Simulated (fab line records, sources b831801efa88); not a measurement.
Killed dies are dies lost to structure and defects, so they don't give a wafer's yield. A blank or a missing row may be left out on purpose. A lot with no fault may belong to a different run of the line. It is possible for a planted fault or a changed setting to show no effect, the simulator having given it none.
Comparing a struck lot with a sound one :: flow sky130 :: 16 out of 708 route steps
Sound: the wafers L518.4, L518.5, L518.6. Struck: wafers L515.2, L515.3, L515.5. Last of all comes the cause.
For every step that has rows: the tool of each side, followed by ch and its chambers, followed by its first start. Under that, the readings that differ: sound wafers :: struck wafers :: difference of the means :: sigmas: that difference in standard deviations of wafers without a fault.
alike: readings with means less than 2 such deviations apart, plus words and numbers identical on both sides. not compared: withheld readings, readings lacking a value on some wafer, bounds such as >300 that could conceal the same value, and numbers that have no deviation in the record and whose values overlap.
A row with sigmas, a row that says differs or no value, or rows on one side alone: a step with any of these is where the two part. Numbers that have no deviation but don't overlap get no sigmas and don't part them. A reading that every wafer of one side lacks parts them only if that side has two wafers or more.

first, 2 steps without rows for these wafers: SKY_METAL3_PEB_11; SKY_METAL3_DEVELOP_12 (develop time 60 s).
SKY_METAL3_CD_MEAS_13: the cd target is 300 nm.
  sound on cd-sem-01 at day 42 14:49; struck on cd-sem-02 at day 41 08:28
  alike: cd-nm
SKY_METAL3_OVL_MEAS_14:
  sound on overlay-01 at day 42 14:53; struck on overlay-02 at day 41 08:34
reading: METAL3_OVL (nm)
sound: -6 0 -8
struck: 7 7 12
difference: +13
sigmas: +2
SKY_METAL3_DESCUM_15: chemistry O2, time 8 s.
  sound on rie-metal-02 ch 0,1, day 42 14:55; struck on rie-metal-02 ch 0,1, day 41 08:36
  alike: drypump-motor-current-A, oes-product-au, rf-fwd-power-W
  not compared: rf-hours-counter-h
then, 1 step without rows for these wafers: SKY_METAL3_ETCH_16 (etches BARC in N2/H2, stops on SiO2, time 88.2 s, target depth 60 nm).
SKY_METAL3_ETCH_17: etches SiO2 in C4F8/O2/Ar, stops on TiN, time 3.9 s, target depth 15 nm.
  sound on rie-diel-01 ch 0,1,3, day 42 15:02; struck on rie-diel-04 ch 2,3, day 41 08:44
reading: bias-w (W)
sound: 1200 1205 1202
struck: 1196 1191 1194
difference: -9
sigmas: -2
  alike: oes-product-au, rf-fwd-power-W
  not compared: rf-hours-counter-h
SKY_METAL3_METAL_ETCH_18: etches the open film in Cl2/BCl3, stops on SiO2, target depth 845 nm, time 183.1 s.
  sound on rie-metal-03 ch 0,1, day 42 15:07; struck on rie-metal-03 ch 1, day 41 08:45
  alike: bias-w, drypump-motor-current-A, oes-product-au, rf-fwd-power-W, throttle-valve-pct
  not compared: rf-hours-counter-h
SKY_METAL3_STRIP_19: strips in O2/N2.
  sound on plasma-asher-04 ch 0,1, day 42 15:16; struck on plasma-asher-01 ch 0, day 41 08:56
  alike: drypump-motor-current-A, n2-flow-sccm, oes-product-au, strip-time-to-endpoint-s
  not compared: rf-hours-counter-h
then, 3 steps without rows for these wafers: SKY_METAL3_STRIP_20 (strips in post etch residue remover, time 1200 s); SKY_METAL3_CLEAN_21 (cleans in IPA, time 180 s); SKY_METAL3_CLEAN_22 (cleans in O3/DIW).
SKY_VIA3_HDPCVD_00: deposits SiO2, target thk 1635 nm, time 272.5 s.
  sound on hdpcvd-01 ch 0,1,2, day 42 15:57; struck on hdpcvd-02 ch 0,2, day 41 09:32
reading: model.SiO2_of_VIA3_HDPCVD_00.thk-nm (nm)
sound: 1631 1624 1609
struck: 3151 3146 3152
difference: +1528
sigmas: 
  alike: pressure-mtorr
SKY_VIA3_THK_MEAS_01:
  sound on film-metro-04 at day 42 16:04; struck on film-metro-04 at day 41 09:43
reading: VIA3_HDPCVD_THK (nm)
sound: 1631 1625 1608
struck: 3151 3146 3153
difference: +1529
sigmas: +80
SKY_VIA3_CMP_02: polishes SiO2.
  sound on cmp-01 ch 0,2,3, day 42 16:14; struck on cmp-02 ch 1,3, day 41 09:49
  alike: edge-zone-pressure-frac, motor-current-A, slurry-filter-dp-kPa
-- the record jumps here: 7 days lie between the struck wafers' starts before and after (it left off in module VIA3 and takes up again in module PAD_OPEN, whose first step shown is number 708 of the route) --
SKY_PAD_OPEN_PROBE_99:
  sound on prober-02 at day 49 02:44; struck on prober-01 at day 48 01:46
  alike: defect-limited-yield, killed_at_M0_to_M3, killed_at_M4_up, killed-at-contacts, killed-at-front-end, killed-at-other, killed-dies, killed-open, killed-short, sort_bin_3_pad_short, sort_bin_5_function, sort_bin_6_memory, sort-n-pass, sort-yield-pct

== WHERE THEY PART ==
Last at SKY_VIA3_THK_MEAS_01 as far as this record goes, first at SKY_METAL3_OVL_MEAS_14. Later steps at which nothing parts them and some readings are alike: SKY_VIA3_CMP_02, SKY_PAD_OPEN_PROBE_99.

WHY: the cause the simulator had injected
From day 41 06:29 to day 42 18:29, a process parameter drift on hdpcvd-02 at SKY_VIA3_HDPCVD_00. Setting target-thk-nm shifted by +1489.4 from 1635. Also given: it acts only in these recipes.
